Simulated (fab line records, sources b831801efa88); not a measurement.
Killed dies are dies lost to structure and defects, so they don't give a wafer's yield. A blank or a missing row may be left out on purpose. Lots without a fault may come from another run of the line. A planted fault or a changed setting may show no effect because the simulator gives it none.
Problem report in the 8D (eight disciplines) form, filled by code | flow sky130 | the parts of the form that need people (team, actions taken, sign-off) are left out

1. THE PROBLEM
killed_at_front_end at SKY_PAD_OPEN_PROBE_99 reads a mean of 209 on 6 wafers of 2 lots; wafers without a fault read 16 with a standard deviation of 4.3. That is +45 standard deviations from the usual mean.
First seen on wafer L161.1, day 50 04:10, on prober-02. The record holds 16 wafers of 6 lots with a number at this step. Rule for "out", or "out of limits": more than 4 standard deviations from the usual mean. The other wafers with a number count as sound.

2. WHAT IT IS AND WHAT IT IS NOT
question                    | is                                              | is not
which readings at this step | killed_at_front_end, killed_dies, killed_on_rim | killed_at_M4_up, killed_at_other
which lots                  | L161, L163                                      | L147, L149, L151, L154
which wafers of those lots  | all that have a number                          | -
read on which tools         | prober-01, prober-02                            | -
when                        | from day 50 04:10                               | up to then (10 sound wafers)

3. SUSPECTS, AND WHAT RULES EACH OUT
Counting: a tool at a process step up to the reading stays a suspect if it ran every lot that is out and no sound lot after the first of them.
- rie_diel-01 at SKY_FIELD_ISO_ETCH_15 (etches the open film in CHF3/O2, stops on Si, target depth 180 nm, time 72 s): kept. It ran every lot that is out, first L161 (day 6 02:11), and no sound lot after that; its last sound lot up to then is L149 (day 3 12:01).
- cmp-02 at SKY_FIELD_ISO_CMP_27 (polishes, stops on Si3N4, t overpolish 16 s, target thk 457.8 nm): kept. It ran every lot that is out, first L161 (day 6 11:34), and no sound lot after that; its last sound lot up to then is L149 (day 3 15:43).
- plasma_asher-01 at SKY_DNWELL_STRIP_08 (strips in O2/N2): kept. It ran every lot that is out, first L161 (day 7 10:58), and no sound lot after that; its last sound lot up to then is L147 (day 4 01:40).
Left after counting: rie_diel-01 at SKY_FIELD_ISO_ETCH_15, cmp-02 at SKY_FIELD_ISO_CMP_27, plasma_asher-01 at SKY_DNWELL_STRIP_08.

4. THE CAUSE (what the simulator had put in)
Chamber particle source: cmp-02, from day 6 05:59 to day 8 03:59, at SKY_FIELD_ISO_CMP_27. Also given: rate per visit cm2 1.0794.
Counting left 3 suspects, and this tool is among them.

5. THE CHAIN OF EFFECTS, in route order
Each row: a reading whose mean over the struck wafers that have a number lies more than 3 standard deviations from the usual. Only readings for which the record gives a usual standard deviation are gone through. hours: the time from each lot's start at the first step in this table that gives one to its start at this step, as a median over the lots. sigmas: the change in usual standard deviations.
hours | step                  | reading             | usual | on struck wafers | change | sigmas
0     | SKY_PAD_OPEN_PROBE_99 | killed_at_front_end | 16    | 209              | +193   | +45
0     | SKY_PAD_OPEN_PROBE_99 | killed_dies         | 88    | 263              | +175   | +20
0     | SKY_PAD_OPEN_PROBE_99 | killed_on_rim       | 18    | 50               | +32    | +8.1
The process steps in it:
- SKY_PAD_OPEN_PROBE_99

6. WHAT WOULD HAVE CAUGHT IT SOONER
In this record the first reading out of limits was taken at day 50 04:10, 1054 hours after the fault began at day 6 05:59.
Of the tool readings at SKY_FIELD_ISO_CMP_27 for which the record gives a usual standard deviation, none was out on any struck wafer, so an alarm limit of 4 standard deviations on them would not have fired.
All the lots that are out (2) had begun SKY_FIELD_ISO_CMP_27 on cmp-02 by day 50 04:10. A hold on the tool at that time would have spared none of them.
